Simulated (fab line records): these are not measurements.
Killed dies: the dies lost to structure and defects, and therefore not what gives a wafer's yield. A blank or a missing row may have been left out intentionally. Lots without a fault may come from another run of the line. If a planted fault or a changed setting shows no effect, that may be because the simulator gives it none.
Comparing a struck lot with a sound one / flow sky130 / 21 steps out of a route of 708
Sound: wafers L597.1, L597.2, L597.5. Struck: wafers L607.1, L607.4, L607.5. The cause is given at the end.
Order at every step that has rows: each side's tool, ch and its chambers, its first start. Under that, the readings that differ: sound wafers / struck wafers / difference of the means / sigmas: that difference in standard deviations of wafers without a fault.
alike: same words and numbers on both sides, and readings whose means sit less than 2 such deviations apart. not compared: any withheld reading, any reading some wafer has no value for, any bound like >300 that may hide the same value, and any number with overlapping values for which the record gives no deviation.
Wherever a step has rows on one side only, a row that says differs or no value, or a row with sigmas, the two part there. Non-overlapping numbers with no deviation appear without sigmas and do not part them. A reading missing from all wafers of one side parts the sides only when that side holds two or more wafers.

first, 1 step without rows for these wafers: SKY_RES_XHIGH_IMPLANT_07.
SKY_RES_XHIGH_STRIP_08: strips in O2/N2.
  sound on plasma_asher-04 ch 0,1, day 30 11:24; struck on plasma_asher-03 ch 0,1, day 33 01:13
  alike: drypump_motor_current_A, oes_product_au, strip_time_to_endpoint_s
  not compared: rf_hours_counter_h
SKY_RES_XHIGH_TW_MEAS_09:
  struck on film_metro-01, day 33 01:19; sound on film_metro-04, day 30 11:30
  alike: RES_XHIGH_TW
then, 7 steps without rows for these wafers: SKY_SD_N_DEHYDRATE_00 (time 60 s); SKY_SD_N_HMDS_01 (prime time 60 s); SKY_SD_N_COAT_02 (resist thk 1140 nm); SKY_SD_N_SOFTBAKE_03 (time 60 s); SKY_SD_N_EXPOSE_04 (exposes mask NSDM, target cd 380 nm); SKY_SD_N_PEB_05; SKY_SD_N_DEVELOP_06 (develop time 60 s).
SKY_SD_N_CD_MEAS_07: target cd 380 nm.
  struck on cd_sem-01, day 34 03:08; sound on cd_sem-01, day 31 14:45
  alike: cd_nm
SKY_SD_N_OVL_MEAS_08:
  struck on overlay-02, day 34 03:15; sound on overlay-02, day 31 14:52
reading=SD_N_OVL (nm); sound=0.1 1.3 1.6; struck=-3.1 -2.3 -2.1; difference=-3.5; sigmas=-2
SKY_SD_N_IMPLANT_09:
  sound on implanter-01 ch 0, day 31 14:55; struck on implanter-02 ch 0, day 34 03:17
reading=beam_energy_keV; sound=50.005 50.013 49.993; struck=35.959 35.952 35.954; difference=-14.049; sigmas=-99 or more
reading=model.implant.rp_nm (nm); sound=32 32 32; struck=24.22 24.22 24.22; difference=-7.78; sigmas=
reading=model.implant.drp_nm (nm); sound=14.11 14.11 14.11; struck=11.04 11.04 11.04; difference=-3.07; sigmas=
next, for these wafers, 1 step has no rows: SKY_SD_N_IMPLANT_10.
SKY_SD_N_STRIP_11: strips in O2/N2.
  sound on plasma_asher-03 ch 0,1, day 31 15:13; struck on plasma_asher-03 ch 1, day 34 03:35
reading=oes_product_au (a.u.); sound=0.524 0.539 0.530; struck=0.558 0.549 0.555; difference=+0.023; sigmas=+5
reading=strip_time_to_endpoint_s (s); sound=22.60 22.60 22.59; struck=20.47 20.46 20.49; difference=-2.12; sigmas=-42
  alike: drypump_motor_current_A
  not compared: rf_hours_counter_h
SKY_SD_N_TW_MEAS_12:
  struck on film_metro-02, day 34 03:41; sound on film_metro-01, day 31 15:19
reading=SD_N_TW; sound=3980 3977 3983; struck=3619 3611 3644; difference=-355; sigmas=-15
then, 1 step without rows for these wafers: SKY_SD_N_CLEAN_13 (cleans in SC1/SC2, time 150 s).
SKY_SD_N_RTA_14: time 2 s.
  sound on rtp_anneal-02 ch 0, day 31 15:25; struck on rtp_anneal-02 ch 0, day 34 03:48
  alike: lamp_power_pct, wafer_temp_C_max
SKY_SD_N_RS_MEAS_16: measures by four-point-probe.
  struck on film_metro-01, day 34 03:58; sound on film_metro-01, day 31 15:35
reading=SD_N_RS (ohm/sq); sound=68.56 68.58 68.64; struck=79.98 79.88 79.82; difference=+11.30; sigmas=+81
SKY_SD_N_RS_MEAS_17: measures by four-point-probe.
  struck on film_metro-01, day 34 04:05; sound on film_metro-01, day 31 15:43
  alike: SD_P_RS
-- record jumps: 16 days separate the struck wafers' starts on either side; left off in module SD_N, taken up again in module PAD_OPEN, whose first shown step is the route's number 708 --
SKY_PAD_OPEN_PROBE_99:
  struck on prober-02, day 50 02:05; sound on prober-02, day 48 11:25
reading=model.etest.res_ndiff.line_ohm_um; sound=784.7 769.9 757.8; struck=892.4 886.5 888.5; difference=+118.3; sigmas=
reading=model.etest.sonos_uncharged.r_on_ohm_um; sound=819.1 799.3 825.6; struck=840.4 858 846.1; difference=+33.5; sigmas=
reading=model.etest.res_ndiff.rs_ohm_sq; sound=121.2 121.3 120.2; struck=138.7 139.4 138.7; difference=+18.0; sigmas=
reading=model.etest.res_ndiff_hv.rs_ohm_sq; sound=114.6 115.5 115.7; struck=131.1 131.2 131; difference=+15.8; sigmas=
  alike: killed_at_M0_to_M3, killed_at_M4_up, killed_at_contacts, killed_at_front_end, killed_at_other, killed_dies, killed_open, killed_short

== WHERE THEY PART ==
First at SKY_SD_N_OVL_MEAS_08; last, within this record, at SKY_SD_N_RS_MEAS_16. Later steps at which nothing parts them and some readings are alike: SKY_SD_N_RS_MEAS_17, SKY_PAD_OPEN_PROBE_99.

WHY: the cause the simulator had injected
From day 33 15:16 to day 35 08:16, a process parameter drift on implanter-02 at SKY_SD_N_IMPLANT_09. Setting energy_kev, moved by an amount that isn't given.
